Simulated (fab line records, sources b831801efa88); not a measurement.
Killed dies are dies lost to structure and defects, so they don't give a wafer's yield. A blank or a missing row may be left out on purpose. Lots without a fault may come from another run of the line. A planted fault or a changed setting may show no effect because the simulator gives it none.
A struck lot beside a sound one | flow gf180mcu | 14 steps out of a route of 602
Sound: wafers L779.1, L779.3, L779.4. Struck: wafers L768.4, L768.5, L768.6. The cause comes at the end.
At each step with rows: each side's tool, then ch and its chambers, then its first start. Under that, the readings that differ: sound wafers | struck wafers | difference of the means | sigmas: that difference in standard deviations of wafers without a fault.
alike: readings whose means differ by less than 2 such deviations, and words and numbers that are the same on both sides. not compared: withheld readings, readings that some wafer has no value for, bounds like >300 that may hide the same value, and numbers for which the record gives no deviation and whose values overlap.
The two part at a step that has a row with sigmas, a row that says differs or no value, or rows on one side only. Numbers that don't overlap but have no deviation are shown without sigmas and don't part them. A reading that every wafer of one side lacks parts them only if that side has two wafers or more.

first, 3 steps without rows for these wafers: GF_LVPWELL_EXPOSE_04 (exposes mask LVPWELL, target cd 600 nm); GF_LVPWELL_PEB_05; GF_LVPWELL_DEVELOP_06 (develop time 60 s).
GF_LVPWELL_OVL_MEAS_07:
  sound on overlay-01, day 7 17:52; struck on overlay-01, day 5 05:50
  alike: LVPWELL_OVL
then, 2 steps without rows for these wafers: GF_LVPWELL_IMPLANT_08; GF_LVPWELL_IMPLANT_09.
GF_LVPWELL_STRIP_10: strips in O2/N2.
  sound on plasma_asher-01 ch 0,1, day 7 18:12; struck on plasma_asher-02 ch 0,1, day 5 06:11
  reading            | sound       | struck      | difference | sigmas
  heater_power_w (W) | 349 352 376 | 271 339 264 | -68        | -2
  alike: drypump_motor_current_A, oes_product_au, strip_time_to_endpoint_s
  not compared: rf_hours_counter_h
GF_LVPWELL_TW_MEAS_11:
  sound on film_metro-01, day 7 18:18; struck on film_metro-02, day 5 06:17
  alike: LVPWELL_TW
then, 4 steps without rows for these wafers: GF_MVSD_DEHYDRATE_00 (time 60 s); GF_MVSD_HMDS_01 (prime time 60 s); GF_MVSD_COAT_02 (resist thk 3000 nm); GF_MVSD_SOFTBAKE_03.
GF_MVSD_EXPOSE_04: exposes mask MVSD, target cd 1000 nm.
  sound on iline_stepper-02 ch 0, day 8 03:16; struck on iline_stepper-02, day 5 11:04
  no value came back on the struck wafers for any of 5 readings (exposure_dose_mJ_cm2, focus_offset_nm (nm) and others); on the sound wafers exposure_dose_mJ_cm2 reads 260.34 260.46 259.96
  alike: mask
then, 1 step without rows for these wafers: GF_MVSD_PEB_05.

WHERE THEY PART
First at GF_LVPWELL_STRIP_10; last, within this record, at GF_MVSD_EXPOSE_04.

WHY: what the simulator had put in
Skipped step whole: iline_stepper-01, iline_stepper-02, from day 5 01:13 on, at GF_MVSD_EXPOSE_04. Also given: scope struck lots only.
